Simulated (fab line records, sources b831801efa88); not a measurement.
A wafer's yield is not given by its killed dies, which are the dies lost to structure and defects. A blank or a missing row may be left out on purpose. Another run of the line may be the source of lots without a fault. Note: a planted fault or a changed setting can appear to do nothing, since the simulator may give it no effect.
Which tool was responsible? | flow sky130 | Sampling: 11 lots, 33 wafers, 5 of 708 route steps

== WHAT EACH GAUGE READ, for each wafer ==
SKY_SPACER_THK_MEAS_01. Usual: SPACER_CVD_00_THK 43.1 nm, standard deviation 0.49.
lot  | measured     | on            | SPACER_CVD_00_THK (nm) | flag
L712 | day 23 17:20 | film_metro-02 | 43.6 43.5 43.3         |
L714 | day 23 17:24 | film_metro-01 | 43.0 42.9 43.0         |
L716 | day 24 13:07 | film_metro-04 | 43.0 43.4 43.5         |
L717 | day 24 21:34 | film_metro-01 | 43.7 43.6 43.2         |
L718 | day 25 02:05 | film_metro-02 | 43.3 43.2 43.1         |
L724 | day 27 05:12 | film_metro-02 | 43.2 43.3 43.6         |
L725 | day 27 22:52 | film_metro-01 | 42.2 41.9 41.8         |
L727 | day 28 06:05 | film_metro-01 | 43.0 42.9 42.9         |
L731 | day 29 23:46 | film_metro-04 | 42.3 42.3 42.5         |
L732 | day 30 07:43 | film_metro-02 | 42.4 42.6 42.6         |
L735 | day 31 19:12 | film_metro-02 | 43.4 43.1 42.9         |

== EACH LOT AND THE TOOL THAT RAN IT (in order: tool; ch and the chambers of the sampled wafers; start) ==
lot  | SKY_FIELD_ISO_CMP_27         | SKY_NWELL_SOFTBAKE_06            | SKY_NWELL_STRIP_14                   | SKY_LDD_HVN_STRIP_09
L712 | cmp-01 ch 0,2,3, day 2 15:17 | litho_track-03 ch 0, day 4 10:11 | plasma_asher-04 ch 0,1, day 4 19:04  | plasma_asher-01 ch 0, day 20 13:55
L714 | cmp-01 ch 1,3, day 2 22:19   | litho_track-03 ch 0, day 4 17:49 | plasma_asher-04 ch 0,1, day 5 01:40  | plasma_asher-01 ch 1, day 21 00:11
L716 | cmp-01 ch 0,1, day 3 07:59   | litho_track-03 ch 0, day 5 04:48 | plasma_asher-03 ch 0,1, day 5 14:13  | plasma_asher-03 ch 0,1, day 21 23:09
L717 | cmp-02 ch 0,3, day 3 12:14   | litho_track-04 ch 0, day 5 08:17 | plasma_asher-03 ch 0,1, day 5 17:36  | plasma_asher-01 ch 0,1, day 22 08:36
L718 | cmp-01 ch 0,1,3, day 3 16:23 | litho_track-03 ch 0, day 5 13:41 | plasma_asher-03 ch 0,1, day 5 23:01  | plasma_asher-01 ch 0,1, day 22 12:58
L724 | cmp-02 ch 0,2,3, day 5 00:13 | litho_track-03 ch 0, day 7 01:39 | plasma_asher-04 ch 0,1, day 7 11:19  | plasma_asher-01 ch 0,1, day 24 17:21
L725 | cmp-02 ch 0,2,3, day 5 05:39 | litho_track-04 ch 0, day 7 06:46 | plasma_asher-04 ch 0,1, day 7 17:49  | plasma_asher-04 ch 0, day 25 05:43
L727 | cmp-01 ch 2,3, day 5 15:31   | litho_track-03 ch 0, day 7 19:02 | plasma_asher-03 ch 0,1, day 8 05:07  | plasma_asher-01 ch 0,1, day 25 19:29
L731 | cmp-02 ch 1,2,3, day 6 14:41 | litho_track-04 ch 0, day 8 20:58 | plasma_asher-01 ch 0,1, day 9 08:18  | plasma_asher-03 ch 0,1, day 27 13:13
L732 | cmp-01 ch 1,2, day 6 20:16   | litho_track-04 ch 0, day 9 03:01 | plasma_asher-01 ch 0,1, day 9 14:57  | plasma_asher-03 ch 0,1, day 27 17:15
L735 | cmp-02 ch 0,1,3, day 7 09:49 | litho_track-01 ch 0, day 9 16:24 | plasma_asher-01 ch 0,1, day 11 03:40 | plasma_asher-01 ch 0,1, day 29 09:55
- SKY_FIELD_ISO_CMP_27: polishes, stops on Si3N4, t overpolish 16 s, target thk 457.8 nm.
- SKY_NWELL_SOFTBAKE_06
- SKY_NWELL_STRIP_14: strips in O2/N2.
- SKY_LDD_HVN_STRIP_09: strips in O2/N2.

== AS READ BY THE TOOLS THEMSELVES (means over the sampled wafers that have a number; for cases with no such wafer, the mark the record gives instead) ==
SKY_FIELD_ISO_CMP_27. Usual: motor_current_A 11.8 A, standard deviation 1.2; overpolish_run_s 16.001 s, standard deviation 0.009; time_to_endpoint_s 112 s, standard deviation 4.1.
lot  | tool   | motor_current_A (A) | overpolish_run_s (s) | time_to_endpoint_s (s) | flag
L712 | cmp-01 | 11.8                | 15.998               | 112                    |
L714 | cmp-01 | 11.8                | 15.985               | 109                    |
L716 | cmp-01 | 12.4                | 16.013               | 113                    |
L717 | cmp-02 | 11.0                | 16.004               | 115                    |
L718 | cmp-01 | 12.0                | 16.001               | 109                    |
L724 | cmp-02 | 11.3                | 15.996               | 114                    |
L725 | cmp-02 | 11.0                | 15.993               | 108                    |
L727 | cmp-01 | 11.8                | 15.998               | 118                    |
L731 | cmp-02 | 12.3                | 15.992               | 112                    |
L732 | cmp-01 | 11.6                | 16.004               | 113                    |
L735 | cmp-02 | 12.2                | 15.998               | 110                    |

SKY_NWELL_SOFTBAKE_06. Usual: heater_power_total_W 65.32 W, standard deviation 0.14; plate_temp_C 109.99 C, standard deviation 0.13.
lot  | tool           | heater_power_total_W (W) | plate_temp_C (C) | flag
L712 | litho_track-03 | 65.26                    | 109.86           |
L714 | litho_track-03 | 65.33                    | 110.02           |
L716 | litho_track-03 | 65.32                    | 110.09           |
L717 | litho_track-04 | 65.26                    | 110.01           |
L718 | litho_track-03 | 65.37                    | 110.02           |
L724 | litho_track-03 | 68.10                    | 113.54           | OFF
L725 | litho_track-04 | 65.34                    | 109.97           |
L727 | litho_track-03 | 68.19                    | 113.41           | OFF
L731 | litho_track-04 | 65.17                    | 110.04           |
L732 | litho_track-04 | 65.30                    | 110.01           |
L735 | litho_track-01 | 65.37                    | 110.08           |

SKY_NWELL_STRIP_14. Usual: chamber_pressure_mTorr 1500.0 mTorr, standard deviation 1.5; drypump_motor_current_A 5.6 A, standard deviation 0.48; oes_product_au 0.722 a.u., standard deviation 0.0044; strip_time_to_endpoint_s 37.31 s, standard deviation 0.088.
lot  | tool            | chamber_pressure_mTorr (mTorr) | drypump_motor_current_A (A) | oes_product_au (a.u.) | strip_time_to_endpoint_s (s) | flag
L712 | plasma_asher-04 | 1498.3                         | 5.1                         | 0.726                 | 37.34                        |
L714 | plasma_asher-04 | 1500.3                         | 5.1                         | 0.725                 | 37.25                        |
L716 | plasma_asher-03 | 1500.2                         | 5.8                         | 0.719                 | 37.26                        |
L717 | plasma_asher-03 | 1501.5                         | 5.5                         | 0.721                 | 37.24                        |
L718 | plasma_asher-03 | 1501.9                         | 5.5                         | 0.721                 | 37.36                        |
L724 | plasma_asher-04 | 1501.0                         | 5.1                         | 0.720                 | 36.97                        | OFF
L725 | plasma_asher-04 | 1499.2                         | 5.1                         | 0.722                 | 37.26                        |
L727 | plasma_asher-03 | 1499.6                         | 5.5                         | 0.725                 | 36.88                        | OFF
L731 | plasma_asher-01 | 1500.4                         | 5.9                         | 0.718                 | 37.35                        |
L732 | plasma_asher-01 | 1500.1                         | 6.1                         | 0.720                 | 37.42                        |
L735 | plasma_asher-01 | 1499.6                         | 5.9                         | 0.716                 | 37.28                        |

SKY_LDD_HVN_STRIP_09. Usual: chamber_pressure_mTorr 1500.0 mTorr, standard deviation 1.3; drypump_motor_current_A 5.8 A, standard deviation 0.46; oes_product_au 0.408 a.u., standard deviation 0.0047; strip_time_to_endpoint_s 4.136 s, standard deviation 0.017.
lot  | tool            | chamber_pressure_mTorr (mTorr) | drypump_motor_current_A (A) | oes_product_au (a.u.) | strip_time_to_endpoint_s (s) | flag
L712 | plasma_asher-01 | 1500.0                         | 6.3                         | 0.408                 | 4.128                        |
L714 | plasma_asher-01 | 1498.4                         | 5.7                         | 0.409                 | 4.135                        |
L716 | plasma_asher-03 | 1499.6                         | 5.8                         | 0.408                 | 4.134                        |
L717 | plasma_asher-01 | 1499.6                         | 5.9                         | 0.410                 | 4.145                        |
L718 | plasma_asher-01 | 1500.7                         | 6.1                         | 0.410                 | 4.148                        |
L724 | plasma_asher-01 | 1500.4                         | 6.1                         | 0.406                 | 4.148                        |
L725 | plasma_asher-04 | 1500.8                         | 5.0                         | 0.412                 | 4.101                        |
L727 | plasma_asher-01 | 1499.9                         | 6.1                         | 0.407                 | 4.120                        |
L731 | plasma_asher-03 | 1500.2                         | 5.8                         | 0.409                 | 4.129                        |
L732 | plasma_asher-03 | 1499.4                         | 5.8                         | 0.411                 | 4.167                        |
L735 | plasma_asher-01 | 1501.4                         | 5.8                         | 0.404                 | 4.128                        |

== THE ANSWER, worked out from the rows above alone ==
Rule: take the mean of a lot's wafers that have a number; if it is more than 3 standard deviations from the usual mean, the lot is off. Also off: a lot with no number at a reading for which 4 or more lots have one. Any other lot the step has rows for is counted as sound. Order of review: gauges by route order, followed by the tools' own readings, for which a lot's mean as printed above is used. At the first step where some lot is off, the reading lying furthest off is the one used; lots without a number count as furthest.
Off at SKY_NWELL_SOFTBAKE_06 (plate_temp_C): L724, L727.
If a tool, at that step or one of the process steps before it, ran each lot that is off and ran no sound lot following the first of them, it fits. One candidate fits, namely litho_track-03 at SKY_NWELL_SOFTBAKE_06. A fault onset in the window from L718 (day 5 13:41, its last sound lot) to L724 (day 7 01:39, its first lot off) fits.
The tool's own readings at SKY_NWELL_SOFTBAKE_06 bear it out: on the lots that are off they differ by more than 5 times the standard deviation of the sound lots' means. heater_power_total_W reads 68.14 W there against 65.30 W on the sound lots; plate_temp_C reads 113.47 C there against 110.01 C on the sound lots.

== WHAT WAS PUT IN BY THE SIMULATOR ==
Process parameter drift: litho_track-03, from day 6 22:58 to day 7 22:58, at SKY_NWELL_SOFTBAKE_06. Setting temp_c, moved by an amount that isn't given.
Struck lots among those shown: L724, L727. Same finding as the rule above.
